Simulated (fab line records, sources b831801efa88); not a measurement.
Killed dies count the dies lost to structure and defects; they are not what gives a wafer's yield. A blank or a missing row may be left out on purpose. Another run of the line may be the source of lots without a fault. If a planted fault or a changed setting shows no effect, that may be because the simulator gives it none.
Matching of chambers | flow sfq-line | 4 sister chambers for SFQ_TRILAYER_I3_CMP_CMP_082 on cmp-02
The step polishes SiO2. 18 wafers are shown with their chamber, then 9 later ones without.

== EACH WAFER AND ITS CHAMBER ==
wafer  | chamber | motor-current-A (A) | time-to-endpoint-s (s) | platen-rpm (rpm)
L775.3 | 1       | 10.8                | 216                    | 60.03
L775.4 | 2       | 11.6                | 214                    | 60.02
L775.5 | 0       | 8.4                 | 211                    | 59.93
L776.4 | 3       | 10.5                | 221                    | 59.98
L776.3 | 1       | 11.7                | 225                    | 60.01
L776.5 | 3       | 10.5                | 206                    | 59.98
L787.3 | 3       | 11.0                | 210                    | 60.05
L787.2 | 1       | 10.5                | 215                    | 60.09
L787.6 | 2       | 11.4                | 209                    | 60.09
L789.1 | 0       | 9.2                 | 207                    | 59.99
L789.4 | 3       | 10.0                | 224                    | 60.07
L789.5 | 2       | 11.2                | 214                    | 59.98
L790.3 | 0       | 9.1                 | 224                    | 60.01
L790.4 | 2       | 11.7                | 215                    | 60.04
L790.6 | 3       | 11.3                | 220                    | 59.99
L791.1 | 1       | 10.7                | 220                    | 59.97
L791.4 | 2       | 11.5                | 211                    | 59.93
L791.5 | 0       | 9.3                 | 222                    | 60.07

SIGNATURES (averages over the wafers above)
reading            | chamber 0 | chamber 1 | chamber 2 | chamber 3 | scatter within a chamber
motor-current-A    | 9.000     | 10.925    | 11.480    | 10.660    | 0.423
time-to-endpoint-s | 216.00    | 219.00    | 212.60    | 216.20    | 6.18
platen-rpm         | 60.0000   | 60.0250   | 60.0120   | 60.0140   | 0.0531
Rule: a wafer lies at a distance from a chamber equal to the root of the sum of squares, over the readings, of (its reading less the chamber's mean, divided by the reading's scatter). The wafer belongs to the nearest chamber; if the next one is less than 2 further off, it can't be placed. How the scatter is found: for the shown wafers, subtract from each reading the mean of its chamber, square and add these, divide the total by (wafers less chambers), then take the root.

== WAFERS WHOSE CHAMBER IS MISSING ==
wafer  | motor-current-A (A) | time-to-endpoint-s (s) | platen-rpm (rpm)
L792.2 | 11.6                | 201                    | 60.01
L792.3 | 10.6                | 213                    | 59.98
L792.5 | 10.1                | 206                    | 59.92
L793.2 | 11.2                | 204                    | 59.98
L793.4 | 9.0                 | 214                    | 60.02
L793.6 | 11.0                | 203                    | 59.98
L794.3 | 11.2                | 208                    | 59.98
L794.1 | 10.9                | 206                    | 59.99
L794.5 | 11.2                | 214                    | 59.99

== EACH ONE'S CHAMBER ==
wafer  | from the rows above               | in truth
L792.2 | can't be placed: 2 or 3 or 1      | 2
L792.3 | can't be placed: 3 or 1 or 2      | 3
L792.5 | can't be placed: 3 or 0 or 1 or 2 | 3
L793.2 | can't be placed: 2 or 3 or 1      | 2
L793.4 | 0                                 | 0
L793.6 | can't be placed: 2 or 3 or 1      | 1
L794.3 | can't be placed: 2 or 3 or 1      | 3
L794.1 | can't be placed: 2 or 3 or 1      | 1
L794.5 | can't be placed: 2 or 1 or 3      | 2
Placed correctly: 1 of 9. Can't be placed from these rows: 8 (the true chamber is among the candidates in 8). Number placed wrongly: 0.
